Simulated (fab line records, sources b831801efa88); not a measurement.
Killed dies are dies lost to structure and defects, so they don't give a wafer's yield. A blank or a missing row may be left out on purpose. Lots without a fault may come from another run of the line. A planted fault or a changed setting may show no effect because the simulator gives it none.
Which tool did it? | flow sky130 | 15 lots, 45 wafers sampled, at 4 steps of a route of 708

WHAT THE GAUGES READ, wafer by wafer
SKY_LOCAL_INTERCONNECT_THK_MEAS_02: measures by xrf. Usual: LOCAL_INTERCONNECT_TIN_THK 97.6 nm, standard deviation 1.1.
lot  | measured     | on            | LOCAL_INTERCONNECT_TIN_THK (nm) | flag
L525 | day 29 10:56 | film_metro-01 | 97.2 97.2 97.5                  |
L528 | day 30 04:35 | film_metro-01 | 96.7 96.6 96.3                  |
L529 | day 31 12:57 | film_metro-04 | 98.6 98.3 97.8                  |
L530 | day 31 13:18 | film_metro-01 | 98.2 98.3 97.3                  |
L531 | day 31 17:29 | film_metro-01 | 96.7 96.0 96.4                  |
L542 | day 34 15:27 | film_metro-02 | 96.7 98.1 97.0                  |
L543 | day 34 20:38 | film_metro-04 | 99.2 99.3 98.7                  |
L544 | day 35 22:35 | film_metro-02 | 98.0 97.4 98.0                  |
L545 | day 35 21:05 | film_metro-02 | 98.0 98.6 98.9                  |
L546 | day 36 00:40 | film_metro-01 | 99.6 97.9 98.7                  |
L547 | day 36 06:34 | film_metro-01 | 96.4 95.5 95.3                  |
L548 | day 36 14:01 | film_metro-04 | 97.7 99.7 98.2                  |

SKY_CONTACT_OVL_MEAS_15. Usual: CONTACT_OVL -4 nm, standard deviation 5.
lot  | measured     | on         | CONTACT_OVL (nm) | flag
L525 | day 31 20:35 | overlay-02 | -9 -8 -11        |
L528 | day 32 15:16 | overlay-01 | -1 5 -2          |
L529 | day 33 20:47 | overlay-02 | 0 3 4            |
L530 | day 33 22:37 | overlay-02 | -1 -6 -5         |
L531 | day 34 01:35 | overlay-01 | -2 -6 -2         |
L542 | day 36 21:17 | overlay-02 | -3 2 1           |
L543 | day 37 01:55 | overlay-01 | 0 4 -1           |
L544 | day 38 03:13 | overlay-02 | -2 -1 2          |
L545 | day 38 01:55 | overlay-02 | -5 -7 -1         |
L546 | day 38 06:22 | overlay-01 | -1 -2 2          |
L547 | day 38 11:31 | overlay-02 | 6 -3 2           |
L548 | day 38 18:50 | overlay-02 | -5 -6 -7         |

WHICH TOOL RAN EACH LOT (tool, then ch and the chambers of the sampled wafers, then the start)
lot  | SKY_POLY_GATE_OXIDATION_20    | SKY_LDD_LDN_STRIP_12
L525 | furnace-01 ch 0, day 16 16:38 | plasma_asher-04 ch 0, day 23 04:01
L528 | furnace-02 ch 0, day 17 10:44 | plasma_asher-04 ch 0,1, day 24 00:20
L529 | furnace-01 ch 0, day 18 23:38 | plasma_asher-04 ch 0,1, day 25 09:53
L530 | furnace-01 ch 0, day 18 23:38 | plasma_asher-02 ch 0,1, day 25 11:18
L531 | furnace-01 ch 0, day 19 00:53 | plasma_asher-02 ch 0,1, day 25 11:40
L537 | furnace-02, day 21 00:13      | plasma_asher-03 ch 0,1, day 27 08:28
L538 | furnace-01, day 21 10:55      | plasma_asher-03 ch 0,1, day 27 19:50
L539 | furnace-02, day 21 13:41      | plasma_asher-02 ch 0,1, day 27 21:20
L542 | furnace-01 ch 0, day 22 13:23 | plasma_asher-03 ch 0,1, day 28 19:02
L543 | furnace-01 ch 0, day 22 18:02 | plasma_asher-02 ch 0,1, day 28 23:05
L544 | furnace-02 ch 0, day 23 21:17 | plasma_asher-02 ch 0,1, day 30 01:34
L545 | furnace-02 ch 0, day 23 21:17 | plasma_asher-03 ch 0,1, day 30 00:50
L546 | furnace-02 ch 0, day 24 00:00 | plasma_asher-04 ch 0,1, day 30 02:48
L547 | furnace-01 ch 0, day 24 06:18 | plasma_asher-03 ch 0,1, day 30 07:35
L548 | furnace-02 ch 0, day 24 16:56 | plasma_asher-04 ch 0,1, day 30 18:08
- SKY_POLY_GATE_OXIDATION_20: stabilise 600 s, purge 300 s, target thk 4 nm.
- SKY_LDD_LDN_STRIP_12: strips in O2/N2.

WHAT THE TOOLS THEMSELVES READ (means of the sampled wafers that have a number; where no wafer has one, the mark that the record gives instead)
SKY_POLY_GATE_OXIDATION_20. Usual: ox_temp_c 850.0 C, standard deviation 0.35; ox_temp_c_max 854.4, standard deviation 1; spike_tc_bottom_C 871.8 C, standard deviation 1.8; spike_tc_lower_C 849.8 C, standard deviation 1.1; spike_tc_top_C 859.0 C, standard deviation 2.1; spike_tc_upper_C 851.6 C, standard deviation 1.5; zone_power_centre_pct 15.79 %, standard deviation 0.24.
lot  | tool       | ox_temp_c (C) | ox_temp_c_max | spike_tc_bottom_C (C) | spike_tc_lower_C (C) | spike_tc_top_C (C) | spike_tc_upper_C (C) | zone_power_centre_pct (%) | flag
L525 | furnace-01 | 850.5         | 855.6         | 870.2                 | 849.2                | 861.8              | 851.6                | 15.70                     |
L528 | furnace-02 | 850.5         | 854.3         | 874.5                 | 849.9                | 856.6              | 849.3                | 15.71                     |
L529 | furnace-01 | 850.1         | 855.3         | 870.5                 | 849.6                | 861.0              | 852.7                | 16.01                     |
L530 | furnace-01 | 849.7         | 855.1         | 870.8                 | 849.4                | 860.5              | 853.5                | 15.96                     |
L531 | furnace-01 | 850.1         | 855.6         | 871.7                 | 849.3                | 859.8              | 852.2                | 15.93                     |
L537 | furnace-02 | -             | -             | -                     | -                    | -                  | -                    | -                         | OFF
L538 | furnace-01 | -             | -             | -                     | -                    | -                  | -                    | -                         | OFF
L539 | furnace-02 | -             | -             | -                     | -                    | -                  | -                    | -                         | OFF
L542 | furnace-01 | 849.6         | 854.3         | 871.6                 | 848.6                | 861.1              | 853.5                | 15.96                     |
L543 | furnace-01 | 849.9         | 855.6         | 871.7                 | 849.8                | 860.8              | 852.7                | 15.74                     |
L544 | furnace-02 | 850.3         | 853.8         | 873.8                 | 851.4                | 857.2              | 850.2                | 15.50                     |
L545 | furnace-02 | 849.8         | 853.8         | 872.9                 | 850.0                | 856.4              | 851.5                | 15.63                     |
L546 | furnace-02 | 850.0         | 853.5         | 874.5                 | 850.7                | 856.6              | 850.1                | 15.52                     |
L547 | furnace-01 | 850.0         | 854.5         | 870.9                 | 849.5                | 860.7              | 853.1                | 15.89                     |
L548 | furnace-02 | 850.0         | 853.3         | 873.4                 | 850.2                | 857.0              | 850.4                | 15.61                     |

SKY_LDD_LDN_STRIP_12. Usual: drypump_motor_current_A 5.4 A, standard deviation 0.44; oes_product_au 0.715 a.u., standard deviation 0.0042; strip_time_to_endpoint_s 14.15 s, standard deviation 0.049.
lot  | tool            | drypump_motor_current_A (A) | oes_product_au (a.u.) | strip_time_to_endpoint_s (s) | flag
L525 | plasma_asher-04 | 6.0                         | 0.714                 | 14.20                        |
L528 | plasma_asher-04 | 5.3                         | 0.715                 | 14.11                        |
L529 | plasma_asher-04 | 5.3                         | 0.713                 | 14.13                        |
L530 | plasma_asher-02 | 5.6                         | 0.710                 | 14.10                        |
L531 | plasma_asher-02 | 5.4                         | 0.716                 | 14.09                        |
L537 | plasma_asher-03 | 5.2                         | 0.717                 | 14.15                        |
L538 | plasma_asher-03 | 5.6                         | 0.713                 | 14.21                        |
L539 | plasma_asher-02 | 5.5                         | 0.718                 | 14.16                        |
L542 | plasma_asher-03 | 5.2                         | 0.715                 | 14.23                        |
L543 | plasma_asher-02 | 5.5                         | 0.715                 | 14.20                        |
L544 | plasma_asher-02 | 5.6                         | 0.716                 | 14.15                        |
L545 | plasma_asher-03 | 5.6                         | 0.716                 | 14.21                        |
L546 | plasma_asher-04 | 5.3                         | 0.717                 | 14.20                        |
L547 | plasma_asher-03 | 5.2                         | 0.716                 | 14.15                        |
L548 | plasma_asher-04 | 5.6                         | 0.718                 | 14.14                        |

THE ANSWER, worked out from the rows above alone
Rule: a lot is off if the mean of its wafers that have a number lies more than 3 standard deviations from the usual mean. A lot without any number at a reading at which 4 lots or more have one is off too. The other lots that the step has rows for count as sound. The gauges are gone through in route order, then the tools' own readings, and for those a lot's mean is taken as printed above. The first step at which some lot is off is used, and at that step the reading that is off furthest; a lot without a number counts as furthest.
Off: L537, L538, L539, at SKY_POLY_GATE_OXIDATION_20 (ox_temp_c). Without a number there: L537, L538, L539.
A tool fits if, at that step or a process step before it, it ran every lot that is off, and no sound lot after the first of them. None of those tried fits.

WHAT THE SIMULATOR HAD PUT IN
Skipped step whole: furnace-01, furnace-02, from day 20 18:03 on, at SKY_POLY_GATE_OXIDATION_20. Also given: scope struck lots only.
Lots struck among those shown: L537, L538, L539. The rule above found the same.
